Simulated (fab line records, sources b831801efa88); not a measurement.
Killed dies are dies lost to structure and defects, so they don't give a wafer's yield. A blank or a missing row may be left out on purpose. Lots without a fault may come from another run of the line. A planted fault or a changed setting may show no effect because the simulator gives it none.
Which tool did it? | flow gf180mcu | 24 lots, 72 wafers sampled, at 6 steps of a route of 602

WHAT THE GAUGES READ, wafer by wafer
GF_V1_THK_MEAS_25: measures by xrf.
lot  | measured     | on            | V1_W_THK (nm)
L074 | day 19 04:10 | film_metro-01 | 332 330 327
L075 | day 19 10:58 | film_metro-01 | 330 327 332
L076 | day 19 20:35 | film_metro-01 | 327 333 331
L077 | day 20 05:08 | film_metro-01 | 333 330 331
L078 | day 20 11:26 | film_metro-03 | 339 335 337
L079 | day 21 03:22 | film_metro-01 | 328 328 326
L080 | day 21 07:35 | film_metro-01 | 331 331 327
L081 | day 21 15:02 | film_metro-01 | 330 330 332
L082 | day 22 02:43 | film_metro-03 | 340 336 339
L083 | day 22 10:03 | film_metro-01 | 334 333 332
L084 | day 22 12:52 | film_metro-03 | 333 335 341
L085 | day 23 06:21 | film_metro-01 | 331 332 332
L086 | day 23 13:10 | film_metro-03 | 330 329 326
L087 | day 23 19:20 | film_metro-03 | 331 332 337
L088 | day 24 03:59 | film_metro-03 | 332 331 332
L089 | day 24 12:55 | film_metro-01 | 337 333 331
L090 | day 24 19:01 | film_metro-04 | 333 336 331
L091 | day 25 02:40 | film_metro-03 | 332 328 330
L092 | day 25 10:46 | film_metro-01 | 334 329 325
L093 | day 25 17:46 | film_metro-04 | 329 331 328
L094 | day 25 20:48 | film_metro-04 | 336 333 336
L095 | day 26 04:32 | film_metro-01 | 326 330 336
L096 | day 26 12:08 | film_metro-01 | 331 329 331
L097 | day 26 19:59 | film_metro-04 | 330 327 331

GF_M3_CD_MEAS_14: target cd 280 nm.
lot  | measured     | on        | cd_nm (nm)
L074 | day 22 10:23 | cd_sem-02 | 279.1 280.4 280.2
L075 | day 22 14:50 | cd_sem-02 | 280.5 281.5 281.4
L076 | day 23 01:44 | cd_sem-02 | 280.0 279.6 280.3
L077 | day 23 08:31 | cd_sem-01 | 278.4 280.3 279.3
L078 | day 23 16:09 | cd_sem-01 | 278.7 279.3 280.7
L079 | day 24 06:02 | cd_sem-02 | 280.9 280.1 280.8
L080 | day 24 10:30 | cd_sem-02 | 279.6 279.2 279.7
L081 | day 24 18:09 | cd_sem-01 | 279.3 277.8 279.3
L082 | day 25 05:15 | cd_sem-02 | 278.6 279.4 279.3
L083 | day 25 11:15 | cd_sem-02 | 279.8 278.4 280.7
L084 | day 25 14:13 | cd_sem-02 | 280.9 282.2 281.8
L085 | day 26 05:47 | cd_sem-01 | 278.8 279.3 278.8
L086 | day 26 12:05 | cd_sem-02 | 280.7 280.8 280.7
L087 | day 26 17:59 | cd_sem-01 | 280.2 279.7 279.5
L088 | day 27 00:30 | cd_sem-02 | 281.0 280.7 279.8
L089 | day 27 09:13 | cd_sem-01 | 279.7 281.2 279.7
L090 | day 27 14:46 | cd_sem-01 | 278.4 279.6 278.6
L091 | day 27 21:02 | cd_sem-01 | 278.7 278.6 278.2
L092 | day 28 05:18 | cd_sem-02 | 279.3 280.5 279.8
L093 | day 28 11:40 | cd_sem-01 | 280.1 281.2 281.2
L094 | day 28 14:17 | cd_sem-01 | 276.9 277.2 278.7
L095 | day 28 20:48 | cd_sem-01 | 279.8 278.7 279.3
L096 | day 29 05:20 | cd_sem-01 | 279.4 279.0 279.7
L097 | day 29 11:54 | cd_sem-02 | 279.7 280.2 280.1

GF_V4_CD_MEAS_14: target cd 260 nm.
lot  | measured     | on        | cd_nm (nm)
L074 | day 25 11:57 | cd_sem-01 | 260.2 259.6 260.8
L075 | day 25 16:20 | cd_sem-02 | 262.3 263.2 261.4
L076 | day 26 01:35 | cd_sem-01 | 260.7 259.0 259.8
L077 | day 26 09:07 | cd_sem-01 | 261.4 261.5 261.3
L078 | day 26 15:18 | cd_sem-01 | 261.2 259.4 260.7
L079 | day 27 02:38 | cd_sem-02 | 261.5 261.3 260.8
L080 | day 27 08:38 | cd_sem-01 | 261.1 260.6 261.2
L081 | day 27 14:19 | cd_sem-01 | 259.4 259.7 259.5
L082 | day 28 00:05 | cd_sem-02 | 261.4 261.3 260.6
L083 | day 28 05:35 | cd_sem-01 | 257.1 257.6 257.0
L084 | day 28 09:52 | cd_sem-02 | 261.0 261.2 258.9
L085 | day 28 22:11 | cd_sem-01 | 258.8 259.4 260.3
L086 | day 29 05:23 | cd_sem-02 | 260.3 260.9 261.9
L087 | day 29 10:14 | cd_sem-02 | 262.1 260.3 259.6
L088 | day 29 16:31 | cd_sem-01 | 260.0 259.3 260.2
L089 | day 30 01:21 | cd_sem-01 | 259.7 260.7 259.9
L090 | day 30 06:41 | cd_sem-01 | 260.2 260.9 259.7
L091 | day 30 11:35 | cd_sem-02 | 262.1 261.9 261.5
L092 | day 30 19:45 | cd_sem-02 | 259.7 258.9 258.9
L093 | day 31 02:37 | cd_sem-02 | 259.1 260.5 258.6
L094 | day 31 05:41 | cd_sem-01 | 259.2 259.1 260.1
L095 | day 31 10:17 | cd_sem-02 | 258.9 260.0 258.4
L096 | day 31 18:29 | cd_sem-01 | 258.1 258.7 259.2
L097 | day 31 23:53 | cd_sem-02 | 261.9 261.2 260.2

WHICH TOOL RAN EACH LOT (tool, then ch and the chambers of the sampled wafers, then the start)
lot  | GF_CONTACT_STRIP_18                  | GF_V2_SPUTTER_22             | GF_M3_SPUTTER_01
L074 | plasma_asher-03 ch 0,1, day 16 23:34 | pvd_sputter-03, day 21 09:03 | pvd_sputter-02, day 21 09:54
L075 | plasma_asher-03 ch 0,1, day 17 06:09 | pvd_sputter-01, day 21 13:46 | pvd_sputter-03, day 21 14:29
L076 | plasma_asher-02 ch 0,1, day 17 16:00 | pvd_sputter-01, day 22 00:41 | pvd_sputter-03, day 22 01:25
L077 | plasma_asher-02 ch 0,1, day 18 00:09 | pvd_sputter-03, day 22 08:25 | pvd_sputter-02, day 22 09:08
L078 | plasma_asher-01 ch 0,1, day 18 05:51 | pvd_sputter-04, day 22 15:22 | pvd_sputter-02, day 22 16:05
L079 | plasma_asher-03 ch 0, day 18 21:37   | pvd_sputter-04, day 23 06:23 | pvd_sputter-01, day 23 07:07
L080 | plasma_asher-03 ch 0,1, day 19 02:42 | pvd_sputter-01, day 23 10:26 | pvd_sputter-01, day 23 11:10
L081 | plasma_asher-01 ch 1, day 19 09:58   | pvd_sputter-04, day 23 18:08 | pvd_sputter-01, day 23 18:59
L082 | plasma_asher-03 ch 0,1, day 19 22:42 | pvd_sputter-01, day 24 05:13 | pvd_sputter-03, day 24 06:04
L083 | plasma_asher-02 ch 0,1, day 20 05:30 | pvd_sputter-01, day 24 11:54 | pvd_sputter-01, day 24 12:45
L084 | plasma_asher-03 ch 0,1, day 20 08:09 | pvd_sputter-01, day 24 15:10 | pvd_sputter-01, day 24 16:01
L085 | plasma_asher-01 ch 0,1, day 21 02:52 | pvd_sputter-03, day 25 07:19 | pvd_sputter-02, day 25 08:03
L086 | plasma_asher-01 ch 0,1, day 21 08:50 | pvd_sputter-03, day 25 13:32 | pvd_sputter-01, day 25 14:16
L087 | plasma_asher-03 ch 0,1, day 21 16:21 | pvd_sputter-03, day 25 19:37 | pvd_sputter-02, day 25 20:20
L088 | plasma_asher-03 ch 0,1, day 22 00:31 | pvd_sputter-01, day 26 02:49 | pvd_sputter-03, day 26 03:40
L089 | plasma_asher-03 ch 0,1, day 22 10:28 | pvd_sputter-01, day 26 11:40 | pvd_sputter-03, day 26 12:23
L090 | plasma_asher-03 ch 0,1, day 22 17:02 | pvd_sputter-03, day 26 17:46 | pvd_sputter-03, day 26 18:29
L091 | plasma_asher-01 ch 0,1, day 23 00:16 | pvd_sputter-01, day 27 00:25 | pvd_sputter-02, day 27 01:09
L092 | plasma_asher-03 ch 0,1, day 23 09:27 | pvd_sputter-03, day 27 08:34 | pvd_sputter-02, day 27 09:18
L093 | plasma_asher-02 ch 0,1, day 23 17:34 | pvd_sputter-03, day 27 14:07 | pvd_sputter-02, day 27 14:50
L094 | plasma_asher-02 ch 0,1, day 23 19:52 | pvd_sputter-03, day 27 17:01 | pvd_sputter-01, day 27 17:45
L095 | plasma_asher-02 ch 0,1, day 24 04:18 | pvd_sputter-01, day 27 23:59 | pvd_sputter-02, day 28 00:43
L096 | plasma_asher-02 ch 0,1, day 24 11:46 | pvd_sputter-03, day 28 08:47 | pvd_sputter-02, day 28 09:31
L097 | plasma_asher-02 ch 0,1, day 24 20:43 | pvd_sputter-03, day 28 14:52 | pvd_sputter-02, day 28 15:35
- GF_CONTACT_STRIP_18: strips in O2/N2.
- GF_V2_SPUTTER_22: material TiN, target thk 10 nm, time 40 s.
- GF_M3_SPUTTER_01: material TiN, target thk 30 nm, time 25 s.

WHAT THE TOOLS THEMSELVES READ (means of the sampled wafers that have a number; where no wafer has one, the mark that the record gives instead)
GF_CONTACT_STRIP_18.
lot  | tool            | chamber_pressure_mTorr (mTorr) | drypump_motor_current_A (A) | heater_power_w (W) | n2_flow_sccm (sccm) | oes_product_au (a.u.)
L074 | plasma_asher-03 | 1500.0                         | 5.8                         | 292                | 300.1               | 0.580
L075 | plasma_asher-03 | 1499.4                         | 5.7                         | 288                | 299.8               | 0.583
L076 | plasma_asher-02 | 1500.8                         | 6.2                         | 339                | 298.6               | 0.574
L077 | plasma_asher-02 | 1499.1                         | 6.4                         | 358                | 299.4               | 0.575
L078 | plasma_asher-01 | 1499.9                         | 5.3                         | 299                | 299.3               | 0.579
L079 | plasma_asher-03 | 1500.3                         | 6.0                         | 302                | 301.3               | 0.578
L080 | plasma_asher-03 | 1501.2                         | 5.9                         | 295                | 299.1               | 0.581
L081 | plasma_asher-01 | 1499.7                         | 5.1                         | 323                | 299.4               | 0.580
L082 | plasma_asher-03 | 1499.3                         | 5.9                         | 294                | 299.3               | 0.581
L083 | plasma_asher-02 | 1498.0                         | 6.4                         | 365                | 299.6               | 0.583
L084 | plasma_asher-03 | 1501.2                         | 5.8                         | 287                | 299.9               | 0.574
L085 | plasma_asher-01 | 1500.2                         | 5.5                         | 286                | 300.8               | 0.582
L086 | plasma_asher-01 | 1500.9                         | 5.4                         | 286                | 299.8               | 0.581
L087 | plasma_asher-03 | 1501.5                         | 5.7                         | 288                | 300.0               | 0.575
L088 | plasma_asher-03 | 1499.5                         | 5.9                         | 293                | 298.7               | 0.587
L089 | plasma_asher-03 | 1499.4                         | 5.7                         | 289                | 300.0               | 0.581
L090 | plasma_asher-03 | 1501.4                         | 5.7                         | 287                | 300.3               | 0.582
L091 | plasma_asher-01 | 1500.6                         | 5.4                         | 284                | 298.9               | 0.581
L092 | plasma_asher-03 | 1499.9                         | 5.9                         | 296                | 300.1               | 0.577
L093 | plasma_asher-02 | 1500.2                         | 6.4                         | 366                | 300.4               | 0.583
L094 | plasma_asher-02 | 1499.3                         | 6.2                         | 334                | 299.8               | 0.579
L095 | plasma_asher-02 | 1500.7                         | 6.2                         | 335                | 299.5               | 0.579
L096 | plasma_asher-02 | 1498.6                         | 6.4                         | 361                | 299.6               | 0.583
L097 | plasma_asher-02 | 1500.6                         | 6.2                         | 337                | 300.2               | 0.580

GF_V2_SPUTTER_22.
lot  | tool           | throttle_valve_pct (%)
L074 | pvd_sputter-03 | 30.5
L075 | pvd_sputter-01 | 29.8
L076 | pvd_sputter-01 | 29.9
L077 | pvd_sputter-03 | 30.2
L078 | pvd_sputter-04 | 30.0
L079 | pvd_sputter-04 | 29.2
L080 | pvd_sputter-01 | 30.3
L081 | pvd_sputter-04 | 29.7
L082 | pvd_sputter-01 | 30.0
L083 | pvd_sputter-01 | 30.1
L084 | pvd_sputter-01 | 29.9
L085 | pvd_sputter-03 | 30.1
L086 | pvd_sputter-03 | 30.6
L087 | pvd_sputter-03 | 29.6
L088 | pvd_sputter-01 | 30.2
L089 | pvd_sputter-01 | 29.6
L090 | pvd_sputter-03 | 29.5
L091 | pvd_sputter-01 | 29.7
L092 | pvd_sputter-03 | 30.9
L093 | pvd_sputter-03 | 30.8
L094 | pvd_sputter-03 | 30.2
L095 | pvd_sputter-01 | 30.0
L096 | pvd_sputter-03 | 30.5
L097 | pvd_sputter-03 | 30.1

GF_M3_SPUTTER_01.
lot  | tool           | throttle_valve_pct (%)
L074 | pvd_sputter-02 | 29.8
L075 | pvd_sputter-03 | 29.8
L076 | pvd_sputter-03 | 30.2
L077 | pvd_sputter-02 | 29.6
L078 | pvd_sputter-02 | 30.0
L079 | pvd_sputter-01 | 29.5
L080 | pvd_sputter-01 | 29.9
L081 | pvd_sputter-01 | 29.7
L082 | pvd_sputter-03 | 30.8
L083 | pvd_sputter-01 | 30.1
L084 | pvd_sputter-01 | 29.6
L085 | pvd_sputter-02 | 29.9
L086 | pvd_sputter-01 | 29.6
L087 | pvd_sputter-02 | 29.5
L088 | pvd_sputter-03 | 30.3
L089 | pvd_sputter-03 | 30.0
L090 | pvd_sputter-03 | 29.5
L091 | pvd_sputter-02 | 29.6
L092 | pvd_sputter-02 | 29.4
L093 | pvd_sputter-02 | 29.3
L094 | pvd_sputter-01 | 30.0
L095 | pvd_sputter-02 | 29.9
L096 | pvd_sputter-02 | 29.9
L097 | pvd_sputter-02 | 29.4

THE ANSWER, worked out from the rows above alone
Rule: what is usual is taken from the lots themselves. Put in order of their means at a reading, lots are off if they are a third of the lots or fewer, leave a main group of 4 or more, and stand apart from it by a gap of 3 or more times the standard deviation of the main group's means; of several such gaps the widest counts. A main group whose means are all the same, to the digits that the tables above print for the reading, isn't used. A lot without any number at a reading at which 4 lots or more have one is off too. The other lots that the step has rows for count as sound. The gauges are gone through in route order, then the tools' own readings, and for those a lot's mean is taken as printed above. The first step at which some lot is off is used, and at that step the reading that is off furthest; a lot without a number counts as furthest.
No lot is off at any reading shown: from this, nothing can be told.

WHAT THE SIMULATOR HAD PUT IN
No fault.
